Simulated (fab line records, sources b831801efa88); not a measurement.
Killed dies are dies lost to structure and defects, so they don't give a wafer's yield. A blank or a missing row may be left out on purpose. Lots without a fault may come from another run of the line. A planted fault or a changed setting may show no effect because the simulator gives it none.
fab line records | flow gf180mcu
record lots=5 wafers=15 last_day=34
route steps=602 shown V5@566 TOP_METAL@567 PASSIVATION@587
lots that met no fault: from a run of the same line without faults
start_h: hours from the record's first day to the start of the lot's first wafer shown | wait_h: hours since the lot's step before | " the same as in the row above | L1.1+2: a row that stands for several wafers | - no value, or no start given | * or withheld: withheld | < > ~ a bound
route shown NAME@n: a module of which the file shows steps, and the number in the route of the first | usual: mean/standard deviation of fault-free wafers | same: alike in all rows | chamber/n: place in a boat | sites: the reading at each site | _std_site: their standard deviation | _edge_site: outer sites' mean less inner sites' | radius_mm: how far each site lies from the wafer's centre | mask NAME#n: copy n | behind: the tool/chamber that last shaped the wafer | hold: why the lot was held/for how many hours/how that ended | device: the transistor (n, p or np) that didn't switch | end of line: the same wafers' tests at the end of the route | a step without rows: its recipe alone | killed: dies lost to structure and defects at the first sort, not the wafer's yield | map: a wafer's dies, x killed, . not, _ none there
set.NAME: the setting as run; set.NAME@STEP: as run at that earlier step | model.NAME: the simulator's own value behind a step, which no gauge read
lots at some steps of the route; a table a step, a row a wafer
services: from which hour (start_h, from the record's first day; less than 0 if before it) a tool's chamber was out of use, for how many hours, and why
## steps
# step GF_V5_CMP_26
# recipe stop_on=SiO2 down_force_psi=3.5 platen_rpm=60 t_overpolish_s=15 target_thk_nm=0 pad_velocity_m_s=0.94248
# usual head_pressure_psi=3.500/0.0079 motor_current_A=12.1/0.64 overpolish_run_s=15.001/0.0084 time_to_endpoint_s=85/3
# columns lot.wafer tool chamber start_h wait_h head_pressure_psi motor_current_A overpolish_run_s time_to_endpoint_s
L076.4 cmp-02 2 644.54 0.0 3.507 12.1 15.009 88
L076.2 " 3 " " 3.492 13.3 15.002 83
L076.5 " 2 " " 3.500 11.6 15.014 85
L084.3 cmp-01 3 711.08 0.1 3.499 12.9 15.001 81
L084.2 " 0 " " 3.503 12.3 14.990 80
L084.6 " 3 " " 3.498 11.4 15.014 77
L092.1 cmp-01 3 766.05 0.1 3.496 11.6 14.994 84
L092.2 " 2 " " 3.502 11.5 15.009 86
L092.6 " 3 " " 3.508 11.9 15.012 84
L094.2 cmp-01 3 767.64 0.1 3.499 11.5 14.995 87
L094.3 " 1 " " 3.503 12.5 14.994 89
L094.5 " 3 " " 3.487 12.4 14.988 85
L097.2 cmp-02 3 785.78 0.0 3.497 12.3 15.008 85
L097.1 " 0 " " 3.498 11.9 14.997 85
L097.6 " 0 " " 3.501 12.2 15.004 86
# step GF_TOP_METAL_SPUTTER_00
# recipe material=Ti target_thk_nm=37.5 arriving_ion_energy_ev=80 substrate_temp_c=200 chamber_pressure_pa=2 power_w=4000 time_s=150
# usual substrate_temp_c=199.99/0.16 throttle_valve_pct=30.3/1.1
# columns lot.wafer tool chamber start_h wait_h substrate_temp_c throttle_valve_pct
L076.2 pvd_sputter-04 - 644.84 0.2 200.03 30.3
L076.4 " - " " 199.68 32.1
L076.5 " - " " 199.91 32.0
L084.2 pvd_sputter-03 - 711.33 0.1 200.21 30.1
L084.3 " - " " 200.01 31.9
L084.6 " - " " 200.11 32.0
L092.1 pvd_sputter-03 - 766.35 0.2 199.95 30.3
L092.2 " - " " 199.91 31.8
L092.6 " - " " 199.96 30.9
L094.2 pvd_sputter-02 - 767.89 0.2 199.91 29.9
L094.3 " - " " 199.97 30.2
L094.5 " - " " 200.11 30.2
L097.1 pvd_sputter-03 - 786.08 0.2 199.98 31.0
L097.2 " - " " 200.07 31.9
L097.6 " - " " 199.91 31.0
# step GF_TOP_METAL_SPUTTER_01
# recipe material=TiN target_thk_nm=30 power_w=6500 time_s=25 chamber_pressure_pa=0.4
# usual throttle_valve_pct=30.3/1.1
# columns lot.wafer tool chamber start_h wait_h throttle_valve_pct
L076.2 pvd_sputter-04 - 644.94 0.1 30.1
L076.4 " - " " 31.9
L076.5 " - " " 31.9
L084.2 pvd_sputter-03 - 711.44 0.1 30.0
L084.3 " - " " 31.9
L084.6 " - " " 32.0
L092.1 pvd_sputter-03 - 766.45 0.1 30.3
L092.2 " - " " 31.7
L092.6 " - " " 31.1
L094.2 pvd_sputter-02 - 767.99 0.1 29.6
L094.3 " - " " 30.2
L094.5 " - " " 29.9
L097.1 pvd_sputter-03 - 786.18 0.1 31.0
L097.2 " - " " 31.9
L097.6 " - " " 31.1
# step GF_TOP_METAL_SPUTTER_02
# recipe material=AlCu target_thk_nm=900 power_w=10600 chamber_pressure_pa=0.3 substrate_temp_c=250 gas=Ar time_s=47.82
# usual substrate_temp_c=250.00/0.18 throttle_valve_pct=30.3/1.1
# columns lot.wafer tool chamber start_h wait_h substrate_temp_c throttle_valve_pct
L076.2 pvd_sputter-04 - 644.97 0.0 250.27 30.1
L076.4 " - " " 249.93 32.2
L076.5 " - " " 249.95 32.2
L084.2 pvd_sputter-03 - 711.47 0.0 250.20 29.9
L084.3 " - " " 249.96 31.9
L084.6 " - " " 249.82 32.0
L092.1 pvd_sputter-03 - 766.48 0.0 250.13 30.2
L092.2 " - " " 250.13 31.6
L092.6 " - " " 249.98 30.8
L094.2 pvd_sputter-02 - 768.02 0.0 249.92 29.3
L094.3 " - " " 250.24 30.0
L094.5 " - " " 250.01 29.8
L097.1 pvd_sputter-03 - 786.21 0.0 250.19 30.9
L097.2 " - " " 249.84 32.1
L097.6 " - " " 249.90 31.2
# step GF_TOP_METAL_SPUTTER_03
# recipe material=Ti target_thk_nm=5 substrate_temp_c=300 chamber_pressure_pa=0.3 power_w=3000 time_s=3.3
# usual substrate_temp_c=299.98/0.19 throttle_valve_pct=30.3/1.1
# columns lot.wafer tool chamber start_h wait_h substrate_temp_c throttle_valve_pct
L076.2 pvd_sputter-04 - 645.01 0.0 300.04 30.0
L076.4 " - " " 300.25 31.7
L076.5 " - " " 300.27 32.2
L084.2 pvd_sputter-03 - 711.52 0.0 299.83 30.2
L084.3 " - " " 299.93 31.9
L084.6 " - " " 299.97 32.0
L092.1 pvd_sputter-03 - 766.52 0.0 300.16 30.1
L092.2 " - " " 299.68 31.8
L092.6 " - " " 299.72 31.0
L094.2 pvd_sputter-02 - 768.06 0.0 300.44 29.6
L094.3 " - " " 300.11 29.8
L094.5 " - " " 300.01 29.9
L097.1 pvd_sputter-03 - 786.26 0.0 300.16 31.2
L097.2 " - " " 300.27 31.9
L097.6 " - " " 300.14 31.1
# step GF_TOP_METAL_SPUTTER_04
# recipe material=TiN target_thk_nm=25 power_w=6500 time_s=20.8 chamber_pressure_pa=0.4
# usual throttle_valve_pct=30.3/1.1
# columns lot.wafer tool chamber start_h wait_h throttle_valve_pct
L076.2 pvd_sputter-04 - 645.03 0.0 30.0
L076.4 " - " " 32.1
L076.5 " - " " 31.9
L084.2 pvd_sputter-03 - 711.54 0.0 30.1
L084.3 " - " " 31.7
L084.6 " - " " 32.0
L092.1 pvd_sputter-03 - 766.54 0.0 30.0
L092.2 " - " " 32.0
L092.6 " - " " 30.8
L094.2 pvd_sputter-02 - 768.08 0.0 29.7
L094.3 " - " " 30.4
L094.5 " - " " 30.2
L097.1 pvd_sputter-03 - 786.27 0.0 31.1
L097.2 " - " " 32.1
L097.6 " - " " 31.2
# step GF_TOP_METAL_RS_MEAS_05
# recipe thk_meas_gauge=four-point-probe reads=TiN_of_TOP_METAL_SPUTTER_04+Ti_of_TOP_METAL_SPUTTER_03+AlCu_of_TOP_METAL_SPUTTER_02+TiN_of_TOP_METAL_SPUTTER_01+Ti_of_TOP_METAL_SPUTTER_00
# usual TOP_METAL_ALCU_RS=0.03277/0.00029
# columns lot.wafer tool chamber start_h wait_h TOP_METAL_ALCU_RS[ohm/sq]
L076.2 film_metro-03 - 645.08 0.0 0.03242
L076.4 " - " " 0.03293
L076.5 " - " " 0.03278
L084.2 film_metro-02 - 711.59 0.0 0.03252
L084.3 " - " " 0.03281
L084.6 " - " " 0.03282
L092.1 film_metro-02 - 766.57 0.0 0.03286
L092.2 " - " " 0.03302
L092.6 " - " " 0.03296
L094.2 film_metro-03 - 768.13 0.0 0.03269
L094.3 " - " " 0.03297
L094.5 " - " " 0.03276
L097.1 film_metro-02 - 786.30 0.0 0.03274
L097.2 " - " " 0.03267
L097.6 " - " " 0.03279
# step GF_TOP_METAL_THK_MEAS_06
# recipe thk_meas_gauge=xrf reads=AlCu_of_TOP_METAL_SPUTTER_02
# usual TOP_METAL_ALCU_THK=893/8.4
# columns lot.wafer tool chamber start_h wait_h TOP_METAL_ALCU_THK[nm]
L076.2 film_metro-03 - 645.19 0.1 897
L076.4 " - " " 883
L076.5 " - " " 893
L084.2 film_metro-02 - 711.70 0.1 899
L084.3 " - " " 890
L084.6 " - " " 886
L092.1 film_metro-02 - 766.69 0.1 895
L092.2 " - " " 887
L092.6 " - " " 895
L094.2 film_metro-03 - 768.24 0.1 891
L094.3 " - " " 889
L094.5 " - " " 890
L097.1 film_metro-02 - 786.42 0.1 884
L097.2 " - " " 889
L097.6 " - " " 887
# step GF_TOP_METAL_DEHYDRATE_07
# recipe temp_c=200 time_s=60
# columns lot.wafer tool chamber start_h wait_h
L076.2+4+5 litho_track-03 0 653.83 8.6
L084.2+3+6 litho_track-03 0 719.18 7.5
L092.1+2+6 litho_track-04 0 773.60 6.9
L094.2+3+5 litho_track-03 0 775.18 6.9
L097.1+2+6 litho_track-03 0 793.05 6.6
# step GF_TOP_METAL_HMDS_08
# recipe prime_time_s=60 prime_temp_c=120
# columns lot.wafer tool chamber start_h wait_h
L076.2+4+5 litho_track-03 0 653.98 0.1
L084.2+3+6 litho_track-03 0 719.33 0.1
L092.1+2+6 litho_track-04 0 773.75 0.1
L094.2+3+5 litho_track-03 0 775.33 0.1
L097.1+2+6 litho_track-03 0 793.20 0.1
# step GF_TOP_METAL_COAT_09
# recipe resist=NOVOLAK spin_rpm=3000 resist_thk_nm=1500
# usual spin_speed_rpm=2999.7/1.9
# columns lot.wafer tool chamber start_h wait_h spin_speed_rpm
L076.2 litho_track-03 0 654.13 0.1 2999.9
L076.4 " 0 " " 2999.4
L076.5 " 0 " " 2999.6
L084.2 litho_track-03 0 719.48 0.1 2999.9
L084.3 " 0 " " 3003.6
L084.6 " 0 " " 3001.1
L092.1 litho_track-04 0 773.90 0.1 3003.6
L092.2 " 0 " " 3002.3
L092.6 " 0 " " 3000.1
L094.2 litho_track-03 0 775.48 0.1 2997.4
L094.3 " 0 " " 2999.7
L094.5 " 0 " " 3000.5
L097.1 litho_track-03 0 793.35 0.1 3000.6
L097.2 " 0 " " 3000.7
L097.6 " 0 " " 2997.4
# step GF_TOP_METAL_SOFTBAKE_10
# recipe temp_c=90 time_s=60 resist=NOVOLAK
# columns lot.wafer tool chamber start_h wait_h
L076.2+4+5 litho_track-03 0 654.28 0.1
L084.2+3+6 litho_track-03 0 719.63 0.1
L092.1+2+6 litho_track-04 0 774.05 0.1
L094.2+3+5 litho_track-03 0 775.63 0.1
L097.1+2+6 litho_track-03 0 793.50 0.1
# step GF_TOP_METAL_EXPOSE_11
# recipe mask_id=MetalTop target_cd_nm=440 na=0.6 source_shape=conventional sigma_outer=0.6 dose_mj=170
# columns lot.wafer tool chamber start_h wait_h mask
L076.2+4+5 iline_stepper-01 0 - - MetalTop#0
L084.2+3+6 iline_stepper-01 0 - - MetalTop#0
L092.1+2+6 iline_stepper-01 0 - - MetalTop#0
L094.2+3+5 iline_stepper-01 0 - - MetalTop#0
L097.1+2+6 iline_stepper-02 0 - - MetalTop#0
# step GF_TOP_METAL_PEB_12
# recipe temp_c=withheld time_s=* resist=NOVOLAK
# columns lot.wafer tool chamber start_h wait_h
L076.2+4+5 litho_track-03 0 - -
L084.2+3+6 litho_track-02 0 - -
L092.1+2+6 litho_track-04 0 - -
L094.2+3+5 litho_track-02 0 - -
L097.1+2+6 litho_track-03 0 - -
# step GF_TOP_METAL_DEVELOP_13
# recipe develop_time_s=60 dev_temp_c=23
# columns lot.wafer tool chamber start_h wait_h
L076.2+4+5 litho_track-03 0 663.68 0.1
L084.2+3+6 litho_track-02 0 729.03 0.1
L092.1+2+6 litho_track-04 0 781.90 0.1
L094.2+3+5 litho_track-02 0 783.13 0.1
L097.1+2+6 litho_track-03 0 800.75 0.1
# step GF_TOP_METAL_CD_MEAS_14
# recipe target_cd_nm=440
# usual cd_nm=439.7/2.1
# columns lot.wafer tool chamber start_h wait_h cd_nm
L076.2 cd_sem-01 - 663.86 0.2 441.3
L076.4 " - " " 439.6
L076.5 " - " " 439.8
L084.2 cd_sem-02 - 729.18 0.1 443.7
L084.3 " - " " 439.3
L084.6 " - " " 439.2
L092.1 cd_sem-02 - 782.05 0.1 437.8
L092.2 " - " " 436.6
L092.6 " - " " 438.7
L094.2 cd_sem-01 - 783.28 0.1 438.9
L094.3 " - " " 440.2
L094.5 " - " " 438.5
L097.1 cd_sem-02 - 800.90 0.1 439.0
L097.2 " - " " 438.7
L097.6 " - " " 437.0
# step GF_TOP_METAL_OVL_MEAS_15
# usual TOP_METAL_OVL=-0.1/1.4
# columns lot.wafer tool chamber start_h wait_h TOP_METAL_OVL[nm]
L076.2 overlay-02 - 663.96 0.1 -0.1
L076.4 " - " " 1.0
L076.5 " - " " -0.3
L084.2 overlay-01 - 729.28 0.1 1.7
L084.3 " - " " 0.8
L084.6 " - " " 1.4
L092.1 overlay-01 - 782.17 0.1 0.9
L092.2 " - " " 1.6
L092.6 " - " " 1.4
L094.2 overlay-02 - 783.38 0.1 1.4
L094.3 " - " " 2.4
L094.5 " - " " 0.8
L097.1 overlay-01 - 801.02 0.1 -1.2
L097.2 " - " " -2.4
L097.6 " - " " -2.7
# step GF_TOP_METAL_METAL_ETCH_16
# recipe chemistry=Cl2/BCl3 mask_material=NOVOLAK target_depth_nm=1077.5 stop_on=SiO2 pressure_mtorr=8 icp_w=800 bias_w=140 Cl2_flow_sccm=80 bcl3_flow_sccm=40 time_s=179.6
# usual drypump_motor_current_A=5.7/0.3 oes_product_au=0.966/0.0061 throttle_valve_pct=28.256/0.0096
# columns lot.wafer tool chamber start_h wait_h drypump_motor_current_A oes_product_au rf_hours_counter_h throttle_valve_pct
L076.2 rie_metal-04 0 664.05 0.1 5.4 0.963 - 28.227
L076.4 " 0 " " 5.4 0.961 - 28.260
L076.5 " 0 " " 5.4 0.959 - 28.247
L084.2 rie_metal-04 0 729.31 0.0 5.4 0.969 15 28.256
L084.3 " 0 " " 5.3 0.964 - 28.245
L084.6 " 0 " " 5.3 0.970 - 28.254
L092.1 rie_metal-01 0 782.21 0.0 5.3 0.963 16 28.257
L092.2 " 1 " " 6.0 0.969 14 28.265
L092.6 " 1 " " 6.0 0.970 - 28.265
L094.2 rie_metal-03 1 783.41 0.0 5.7 0.963 5 28.248
L094.3 " 1 " " 5.7 0.962 - 28.262
L094.5 " 1 " " 5.7 0.959 - 28.245
L097.1 rie_metal-03 0 801.06 0.0 6.1 0.962 9 28.243
L097.2 " 1 " " 5.7 0.967 6 28.244
L097.6 " 1 " " 5.7 0.968 - 28.258
# step GF_TOP_METAL_STRIP_17
# recipe chemistry=O2/N2 power_w=1400 pressure_mtorr=1500 platen_temp_c=250 o2_flow_sccm=3000 n2_flow_sccm=300 overash_fraction=0.5
# usual drypump_motor_current_A=5.6/0.53 heater_power_w=343/24 oes_product_au=0.710/0.0048 strip_time_to_endpoint_s=13.47/0.075
# columns lot.wafer tool chamber start_h wait_h drypump_motor_current_A heater_power_w oes_product_au rf_hours_counter_h strip_time_to_endpoint_s
L076.2 plasma_asher-03 0 664.34 0.2 5.4 320 0.712 97 13.58
L076.4 " 0 " " 5.4 324 0.705 - 13.55
L076.5 " 1 " " 4.9 320 0.715 - 13.53
L084.2 plasma_asher-03 1 729.49 0.1 4.9 318 0.712 103 13.43
L084.3 " 1 " " 4.9 317 0.705 - 13.44
L084.6 " 1 " " 4.9 317 0.709 - 13.44
L092.1 plasma_asher-03 1 782.38 0.1 4.9 306 0.713 4 13.39
L092.2 " 0 " " 5.5 332 0.702 4 13.45
L092.6 " 1 " " 4.9 311 0.706 - 13.33
L094.2 plasma_asher-01 1 783.59 0.1 5.5 329 0.718 74 13.55
L094.3 " 0 " " 6.1 362 0.703 - 13.54
L094.5 " 1 " " 5.5 332 0.715 - 13.56
L097.1 plasma_asher-02 1 801.23 0.1 6.0 374 0.714 41 13.42
L097.2 " 0 " " 6.5 379 0.700 41 13.46
L097.6 " 0 " " 6.5 371 0.706 - 13.34
# step GF_TOP_METAL_STRIP_18
# recipe chemistry=post_etch_residue_remover time_s=1200 temp_c=72.5
# usual bath_guard_temp_C=72.9/0.49 temp_c=72.49/0.12
# columns lot.wafer tool chamber start_h wait_h bath_guard_temp_C temp_c
L076.2 wet_bench-03 1 664.44 0.1 73.4 72.31
L076.4 " 1 " " 73.2 72.30
L076.5 " 1 " " 73.2 72.42
L084.2 wet_bench-04 1 729.59 0.1 73.3 72.42
L084.3 " 1 " " 73.4 72.37
L084.6 " 1 " " 73.1 72.46
L092.1 wet_bench-03 1 782.48 0.1 73.3 72.66
L092.2 " 1 " " 73.2 72.49
L092.6 " 1 " " 73.2 72.61
L094.2 wet_bench-04 1 783.69 0.1 73.1 72.60
L094.3 " 1 " " 73.0 72.53
L094.5 " 1 " " 73.1 72.37
L097.1 wet_bench-01 2 801.33 0.1 72.3 72.36
L097.2 " 2 " " 72.4 72.33
L097.6 " 2 " " 72.4 72.69
# step GF_TOP_METAL_CLEAN_19
# recipe chemistry=DIW dry=n2_spin
# columns lot.wafer tool chamber start_h wait_h
L076.2+4+5 wet_bench-04 2 664.78 0.0
L084.2+3+6 wet_bench-01 0 729.93 0.0
L092.1+2+6 wet_bench-04 0 782.89 0.0
L094.2+3+5 wet_bench-01 2 784.03 0.0
L097.1+2+6 wet_bench-03 3 801.68 0.0
# step GF_PASSIVATION_CVD_00
# recipe material=SiO2 target_thk_nm=1000 precursor=TEOS temp_c=400 time_s=111.95 rf_w=600
# usual heater_power_w=663/80
# columns lot.wafer tool chamber start_h wait_h heater_power_w
L076.2 pecvd-04 2 664.89 0.0 544
L076.4 " 2 " " 572
L076.5 " 1 " " 602
L084.2 pecvd-02 2 730.03 0.0 694
L084.3 " 1 " " 690
L084.6 " 0 " " 549
L092.1 pecvd-01 1 782.98 0.0 698
L092.2 " 2 " " 794
L092.6 " 2 " " 610
L094.2 pecvd-04 0 784.12 0.0 662
L094.3 " 2 " " 565
L094.5 " 2 " " 440
L097.1 pecvd-02 2 801.86 0.0 703
L097.2 " 0 " " 664
L097.6 " 0 " " 698
# step GF_PASSIVATION_THK_MEAS_01
# recipe reads=SiO2_of_PASSIVATION_CVD_00
# usual PASSIVATION_CVD_00_THK=999/12
# columns lot.wafer tool chamber start_h wait_h PASSIVATION_CVD_00_THK[nm]
L076.2 film_metro-03 - 664.98 0.0 1003
L076.4 " - " " 1021
L076.5 " - " " 1015
L084.2 film_metro-03 - 730.12 0.0 995
L084.3 " - " " 984
L084.6 " - " " 992
L092.1 film_metro-04 - 783.06 0.0 993
L092.2 " - " " 1000
L092.6 " - " " 1019
L094.2 film_metro-04 - 784.21 0.0 972
L094.3 " - " " 979
L094.5 " - " " 1008
L097.1 film_metro-03 - 801.94 0.0 1003
L097.2 " - " " 1005
L097.6 " - " " 1010
# step GF_PASSIVATION_CVD_02
# recipe material=Si3N4 target_thk_nm=700 time_s=486.18 temp_c=400 rf_w=442.5
# usual heater_power_w=725/80
# columns lot.wafer tool chamber start_h wait_h heater_power_w
L076.2 pecvd-02 0 665.03 0.0 747
L076.4 " 0 " " 612
L076.5 " 1 " " 842
L084.2 pecvd-01 0 730.17 0.0 797
L084.3 " 2 " " 811
L084.6 " 2 " " 672
L092.1 pecvd-04 0 783.12 0.1 748
L092.2 " 1 " " 651
L092.6 " 1 " " 725
L094.2 pecvd-01 0 784.26 0.0 767
L094.3 " 2 " " 773
L094.5 " 0 " " 783
L097.1 pecvd-04 2 802.00 0.1 617
L097.2 " 1 " " 748
L097.6 " 0 " " 775
# step GF_PASSIVATION_THK_MEAS_03
# recipe reads=Si3N4_of_PASSIVATION_CVD_02
# usual PASSIVATION_CVD_02_THK=699/8.9
# columns lot.wafer tool chamber start_h wait_h PASSIVATION_CVD_02_THK[nm]
L076.2 film_metro-03 - 665.33 0.2 701
L076.4 " - " " 707
L076.5 " - " " 706
L084.2 film_metro-04 - 730.46 0.2 691
L084.3 " - " " 688
L084.6 " - " " 703
L092.1 film_metro-04 - 783.41 0.1 696
L092.2 " - " " 702
L092.6 " - " " 711
L094.2 film_metro-03 - 784.56 0.2 704
L094.3 " - " " 698
L094.5 " - " " 719
L097.1 film_metro-01 - 802.28 0.1 698
L097.2 " - " " 695
L097.6 " - " " 703
# step GF_PASSIVATION_DEHYDRATE_04
# recipe temp_c=200 time_s=60
# columns lot.wafer tool chamber start_h wait_h
L076.2+4+5 litho_track-01 0 674.10 8.8
L084.2+3+6 litho_track-03 0 738.13 7.7
L092.1+2+6 litho_track-01 0 790.67 7.3
L094.2+3+5 litho_track-01 0 791.64 7.1
L097.1+2+6 litho_track-02 0 808.41 6.1
# step GF_PASSIVATION_HMDS_05
# recipe prime_time_s=60 prime_temp_c=120
# columns lot.wafer tool chamber start_h wait_h
L076.2+4+5 litho_track-01 0 674.25 0.1
L084.2+3+6 litho_track-03 0 738.28 0.1
L092.1+2+6 litho_track-01 0 790.82 0.1
L094.2+3+5 litho_track-01 0 791.79 0.1
L097.1+2+6 litho_track-02 0 808.56 0.1
# step GF_PASSIVATION_COAT_06
# recipe spin_rpm=2000 resist_thk_nm=4000
# usual spin_speed_rpm=2000.0/1.3
# columns lot.wafer tool chamber start_h wait_h spin_speed_rpm
L076.2 litho_track-01 0 674.40 0.1 2000.8
L076.4 " 0 " " 1999.4
L076.5 " 0 " " 1999.9
L084.2 litho_track-03 0 738.43 0.1 2000.8
L084.3 " 0 " " 2001.4
L084.6 " 0 " " 2000.1
L092.1 litho_track-01 0 790.97 0.1 1998.4
L092.2 " 0 " " 1999.6
L092.6 " 0 " " 2001.7
L094.2 litho_track-01 0 791.94 0.1 1997.4
L094.3 " 0 " " 1999.0
L094.5 " 0 " " 1999.7
L097.1 litho_track-02 0 808.71 0.1 1997.9
L097.2 " 0 " " 1999.9
L097.6 " 0 " " 1998.6
# step GF_PASSIVATION_SOFTBAKE_07
# recipe temp_c=110 time_s=withheld
# columns lot.wafer tool chamber start_h wait_h
L076.2+4+5 litho_track-01 0 674.55 0.1
L084.2+3+6 litho_track-03 0 738.59 0.1
L092.1+2+6 litho_track-01 0 791.12 0.1
L094.2+3+5 litho_track-01 0 792.10 0.1
L097.1+2+6 litho_track-02 0 808.86 0.1
# step GF_PASSIVATION_EXPOSE_08
# recipe mask_id=Pad target_cd_nm=40000 na=0.57 dose_mj=310
# columns lot.wafer tool chamber start_h wait_h mask
L076.2+4+5 iline_stepper-02 0 - - Pad#0
L084.2+3+6 iline_stepper-01 0 - - Pad#0
L092.1+2+6 iline_stepper-01 0 - - Pad#0
L094.2+3+5 iline_stepper-02 0 - - Pad#0
L097.1+2+6 iline_stepper-01 0 - - Pad#0
# step GF_PASSIVATION_PEB_09
# recipe temp_c=115 time_s=withheld
# columns lot.wafer tool chamber start_h wait_h
L076.2+4+5 litho_track-01 0 - -
L084.2+3+6 litho_track-01 0 - -
L092.1+2+6 litho_track-03 0 - -
L094.2+3+5 litho_track-01 0 - -
L097.1+2+6 litho_track-01 0 - -
# step GF_PASSIVATION_DEVELOP_10
# recipe develop_time_s=60 dev_temp_c=23
# columns lot.wafer tool chamber start_h wait_h
L076.2+4+5 litho_track-01 0 - -
L084.2+3+6 litho_track-01 0 - -
L092.1+2+6 litho_track-03 0 - -
L094.2+3+5 litho_track-01 0 - -
L097.1+2+6 litho_track-01 0 - -
# step GF_PASSIVATION_ETCH_11
# recipe chemistry=CF4/O2 target_depth_nm=1800 stop_on=TiN source_w=800 bias_w=150 pressure_mtorr=150 cf4_flow_sccm=80 O2_flow_sccm=10 time_s=400
# usual drypump_motor_current_A=5.8/0.34 oes_product_au=0.961/0.0077 throttle_valve_pct=5.958/0.0095
# columns lot.wafer tool chamber start_h wait_h drypump_motor_current_A oes_product_au rf_hours_counter_h throttle_valve_pct
L076.2 rie_diel-04 3 683.87 - 6.2 0.956 3 5.953
L076.4 " 2 " " 5.8 0.967 4 5.965
L076.5 " 2 " " 5.8 0.967 - 5.961
L084.2 rie_diel-01 1 747.72 - 5.7 0.967 5 5.970
L084.3 " 2 " " 5.6 0.951 17 5.964
L084.6 " 3 " " 5.7 0.961 - 5.964
L092.1 rie_diel-01 0 798.60 - 5.3 0.957 28 5.970
L092.2 " 3 " " 5.7 0.965 18 5.957
L092.6 " 2 " " 5.6 0.976 - 5.971
L094.2 rie_diel-04 2 799.57 - 5.8 0.953 10 5.963
L094.3 " 3 " " 6.2 0.954 9 5.957
L094.5 " 1 " " 6.4 0.975 - 5.948
L097.1 rie_diel-03 3 816.82 - 5.3 0.960 13 5.968
L097.2 " 0 " " 5.8 0.963 33 5.959
L097.6 " 1 " " 6.3 0.965 - 5.948
# step GF_PASSIVATION_STRIP_12
# recipe chemistry=O2/N2 power_w=1400 pressure_mtorr=1500 platen_temp_c=250 o2_flow_sccm=3000 n2_flow_sccm=300 overash_fraction=0.5
# usual drypump_motor_current_A=6.0/0.33 heater_power_w=347/21 oes_product_au=0.719/0.0042 strip_time_to_endpoint_s=34.89/0.21
# columns lot.wafer tool chamber start_h wait_h drypump_motor_current_A heater_power_w oes_product_au rf_hours_counter_h strip_time_to_endpoint_s
L076.2 plasma_asher-02 0 684.11 0.1 6.5 389 0.719 29 35.04
L076.4 " 0 " " 6.5 380 0.715 - 35.08
L076.5 " 1 " " 6.0 352 0.721 - 35.03
L084.2 plasma_asher-02 1 747.96 0.1 6.0 360 0.712 35 34.81
L084.3 " 1 " " 6.0 356 0.720 - 34.65
L084.6 " 0 " " 6.5 385 0.722 - 34.92
L092.1 plasma_asher-01 1 798.84 0.1 5.5 333 0.723 76 34.65
L092.2 " 0 " " 6.2 367 0.712 76 34.91
L092.6 " 1 " " 5.5 338 0.716 - 34.52
L094.2 plasma_asher-01 0 799.81 0.1 6.2 362 0.724 76 34.87
L094.3 " 0 " " 6.1 368 0.718 - 34.77
L094.5 " 1 " " 5.5 335 0.719 - 34.62
L097.1 plasma_asher-01 0 817.06 0.1 6.1 366 0.715 78 35.09
L097.2 " 1 " " 5.5 333 0.713 78 34.71
L097.6 " 1 " " 5.4 338 0.718 - 35.04
# step GF_PASSIVATION_ANNEAL_13
# recipe temp_c=400 time_s=1800 ambient=N2/H2 idle_temp_c=300 ramp_up_c_per_min=10 ramp_down_c_per_min=3
# usual zone_power_centre_pct=5.59/0.15
# columns lot.wafer tool chamber start_h wait_h zone_power_centre_pct
L076.2 furnace-01 0 684.21 0.1 5.51
L076.4 " 0 " " 5.46
L076.5 " 0 " " 5.46
L084.2 furnace-02 0 748.06 0.1 5.80
L084.3 " 0 " " 5.80
L084.6 " 0 " " 5.77
L092.1 furnace-01 0 798.94 0.1 5.45
L092.2 " 0 " " 5.46
L092.6 " 0 " " 5.51
L094.2 furnace-02 0 799.91 0.1 5.79
L094.3 " 0 " " 5.74
L094.5 " 0 " " 5.88
L097.1 furnace-01 0 817.16 0.1 5.48
L097.2 " 0 " " 5.50
L097.6 " 0 " " 5.49
# step GF_PASSIVATION_BOW_MEAS_14
# recipe mode=bow
# usual PASSIVATION_BOW=136/12
# columns lot.wafer tool chamber start_h wait_h PASSIVATION_BOW[um]
L076.2 film_metro-03 - 685.73 0.0 164
L076.4 " - " " 145
L076.5 " - " " 165
L084.2 film_metro-01 - 749.58 0.0 139
L084.3 " - " " 159
L084.6 " - " " 144
L092.1 film_metro-03 - 800.44 0.0 132
L092.2 " - " " 121
L092.6 " - " " 128
L094.2 film_metro-04 - 801.43 0.0 131
L094.3 " - " " 119
L094.5 " - " " 121
L097.1 film_metro-04 - 818.66 0.0 119
L097.2 " - " " 128
L097.6 " - " " 127
## services
# columns tool chamber start_h hours kind
iline_stepper-02 - 621.08 4.4 pm
plasma_asher-01 - 632.55 4.6 repair
pecvd-01 - 645.03 1.4 repair
pecvd-02 0 650.90 7.2 repair
cmp-01 - 654.07 3.7 pm
pecvd-01 - 661.37 6.0 pm
plasma_asher-01 - 661.99 0.7 repair
iline_stepper-01 - 674.13 2.4 repair
pvd_sputter-04 - 683.54 5.1 repair
iline_stepper-02 - 711.17 1.7 pm
pvd_sputter-04 - 715.22 2.3 repair
pecvd-01 1 716.08 12.7 repair
pecvd-02 2 717.26 8.6 repair
furnace-01 - 727.58 3.5 pm
furnace-01 - 731.07 3.1 pm
plasma_asher-03 - 733.75 9.0 pm
plasma_asher-02 - 734.28 2.6 repair
iline_stepper-01 - 747.73 1.7 pm
iline_stepper-02 - 749.68 0.7 repair
furnace-01 - 752.12 1.0 repair
pvd_sputter-03 - 759.16 2.4 repair
plasma_asher-02 - 779.82 1.5 repair
pecvd-02 - 780.68 6.0 pm
cmp-01 - 786.53 9.3 pm
## key
fault none
